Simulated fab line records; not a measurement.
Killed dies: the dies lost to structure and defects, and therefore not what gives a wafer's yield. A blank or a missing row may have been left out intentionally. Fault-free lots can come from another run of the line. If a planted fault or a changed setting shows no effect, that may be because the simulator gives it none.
Struck lot and sound lot, side by side / flow sky130 / 16 steps out of a route of 708
Sound: the wafers L457.1, L457.2, L457.4. The struck wafers were L461.3, L461.5, L461.6. Last of all comes the cause.
At each step with rows: each side's tool, then ch and its chambers, then its first start. Under that, the readings that differ: sound wafers / struck wafers / difference of the means / sigmas: that difference in standard deviations of wafers without a fault.
alike: readings with means less than 2 such deviations apart, plus words and numbers identical on both sides. not compared: withheld readings, readings lacking a value on some wafer, bounds such as >300 that could conceal the same value, and numbers that have no deviation in the record and whose values overlap.
A row with sigmas, a row that says differs or no value, or rows on one side alone: a step with any of these is where the two part. Numbers that don't overlap but have no deviation are shown without sigmas and don't part them. A reading missing from all wafers of one side parts the sides only when that side holds two or more wafers.

first, 2 steps without rows for these wafers: SKY_VT_ADJUST_LVTN_PEB_16; SKY_VT_ADJUST_LVTN_DEVELOP_17 (develop time 60 s).
SKY_VT_ADJUST_LVTN_OVL_MEAS_18:
  sound on overlay-02 at day 10 03:29; struck on overlay-02 at day 11 05:49
  alike: VT_ADJUST_LVTN_01_OVL
then, 1 step without rows for these wafers: SKY_VT_ADJUST_LVTN_IMPLANT_19.
SKY_VT_ADJUST_LVTN_STRIP_20: strips in O2/N2.
  sound on plasmaAsher-03 ch 0,1, day 10 03:41; struck on plasmaAsher-01 ch 0,1, day 11 06:01
reading=stripTimeToEndpointS (s); sound=14.24 14.21 14.27; struck=14.16 14.17 14.11; difference=-0.09; sigmas=-3
  alike: drypumpMotorCurrentA, oesProductAu
  not compared: rfHoursCounterH
SKY_VT_ADJUST_LVTN_TW_MEAS_21:
  sound on filmMetro-04 at day 10 03:47; struck on filmMetro-01 at day 11 06:06
  alike: VT_ADJUST_LVTN_2_TW
then, 6 steps without rows for these wafers: SKY_VT_ADJUST_NCORE_DEHYDRATE_00 (time 60 s); SKY_VT_ADJUST_NCORE_HMDS_01 (prime time 60 s); SKY_VT_ADJUST_NCORE_COAT_02 (resist thk 1140 nm); SKY_VT_ADJUST_NCORE_SOFTBAKE_03 (time 60 s); SKY_VT_ADJUST_NCORE_EXPOSE_04 (exposes mask LVTN COMPLEMENT THIN, target cd 380 nm); SKY_VT_ADJUST_NCORE_PEB_05.
SKY_VT_ADJUST_NCORE_DEVELOP_06: develop time 60 s.
  sound on lithoTrack-03 ch 0, day 11 02:39; struck on lithoTrack-03 ch 0, day 12 05:54
  alike: resistLineTempC
SKY_VT_ADJUST_NCORE_CD_MEAS_07 targets a cd of 380 nm.
  sound on cdSem-01 at day 11 02:48; struck on cdSem-02 at day 12 06:19
reading=cdNm (nm); sound=380.0 379.5 379.8; struck=299.7 298.7 299.3; difference=-80.5; sigmas=-42
  not compared: hold
SKY_VT_ADJUST_NCORE_OVL_MEAS_08:
  sound on overlay-01 at day 11 02:55; struck on overlay-02 at day 12 10:31
reading=hold; sound=- - -; struck=awaitDispo/4.1h/release awaitDispo/4.1h/release awaitDispo/4.1h/release; difference=no value on the sound wafers; sigmas=
  alike: VT_ADJUST_NCORE_OVL
-- here the record skips 36 days between the struck wafers' starts before and after, leaving off in module VT_ADJUST_NCORE and picking up in module PAD_OPEN (first step shown: number 708 of the route) --
SKY_PAD_OPEN_PROBE_99:
  the record has rows for the struck wafers here (prober-01, day 48 20:37) and none for the sound ones

== WHERE THEY PART ==
Earliest at SKY_VT_ADJUST_LVTN_STRIP_20; latest, in this record, at SKY_PAD_OPEN_PROBE_99.

WHY: what the simulator had put in
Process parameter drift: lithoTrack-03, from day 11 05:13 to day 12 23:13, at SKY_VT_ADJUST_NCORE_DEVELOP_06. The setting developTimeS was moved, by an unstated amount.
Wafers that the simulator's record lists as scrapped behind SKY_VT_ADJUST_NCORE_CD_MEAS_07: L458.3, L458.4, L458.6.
